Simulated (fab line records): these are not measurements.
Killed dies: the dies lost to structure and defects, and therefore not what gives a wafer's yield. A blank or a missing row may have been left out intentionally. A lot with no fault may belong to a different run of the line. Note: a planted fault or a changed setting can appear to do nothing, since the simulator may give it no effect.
A single fault, viewed from 2 desks    flow gf180mcu    each desk has only its own numbers; what lay behind them comes last

## AT THE METROLOGY DESK
Lot by lot, what the gauges showed, no matter which tool ran the lot: averages of those sampled wafers that carry a number. If a lot's mean is further than 4 standard deviations from the usual mean, the lot is out of limits and carries the mark OUT (the distance appears in the brackets).
Columns: A = HV_LDD_2_TW at GF_HV_LDD_TW_MEAS_23, usual 1055; B = cdNm at GF_HV_LDD_CD_MEAS_31, usual 400.0 nm; C = HV_LDD_02_OVL at GF_HV_LDD_OVL_MEAS_32, usual 0.3 nm
lot   first seen here  A     B      C
L587  day 12 12:35     1059  398.6  -2.3
L591  day 13 21:01     1070  400.5  3.8
L593  day 14 16:35     1040  396.6  0.9
L594  day 14 20:43     1036  399.7  -0.7
L596  day 15 09:22     1041  400.7  2.0
L604  day 18 18:07     1044  401.4  -0.2
Result from this desk: across the 6 lots, nothing is out of limits.

## TOOL OWNER'S DESK, implanter-01
The tool's own readings at GF_HV_LDD_IMPLANT_34, given as means over the sampled wafers that have a number, one for each lot that went through this tool. If a lot's mean is further than 4 standard deviations from the usual mean, the lot is out of limits and carries the mark OUT (the distance appears in the brackets).
Columns: A = doseIonsCm2 at GF_HV_LDD_IMPLANT_34, usual 7.5e+12; B = faradayCurrentUA at GF_HV_LDD_IMPLANT_34, usual 42.4
lot   first seen here  A                          B
L591  day 14 17:19     7.5e+12                    43.1
L593  day 15 13:31     7.5e+12                    42.9
L594  day 15 18:25     8.5e+12 (+99 or more) OUT  47.7 (+5.9) OUT
L596  day 16 07:13     8.5e+12 (+99 or more) OUT  48.2 (+6.4) OUT
This desk finds L594, L596 out of limits, L594 being first, at day 15 18:25 (doseIonsCm2 at GF_HV_LDD_IMPLANT_34). In limits: L591, L593.

## BROUGHT TOGETHER
On L594, L596, at day 15 18:25, an alarm was possible from the tool owner's desk.
At the metrology desk, nothing out of limits was observed.
The metrology desk holds a record of L594, L596, inside its limits.
Of the lots named, all ran GF_HV_LDD_IMPLANT_34 on implanter-01.

## WHAT THE SIMULATOR HAD PUT IN
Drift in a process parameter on implanter-01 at GF_HV_LDD_IMPLANT_34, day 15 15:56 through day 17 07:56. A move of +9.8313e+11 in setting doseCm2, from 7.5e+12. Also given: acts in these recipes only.
Lots struck among those shown: L594, L596.
Delay in hours, fault start to first out-of-limits reading, by desk: the tool owner's desk at 2.
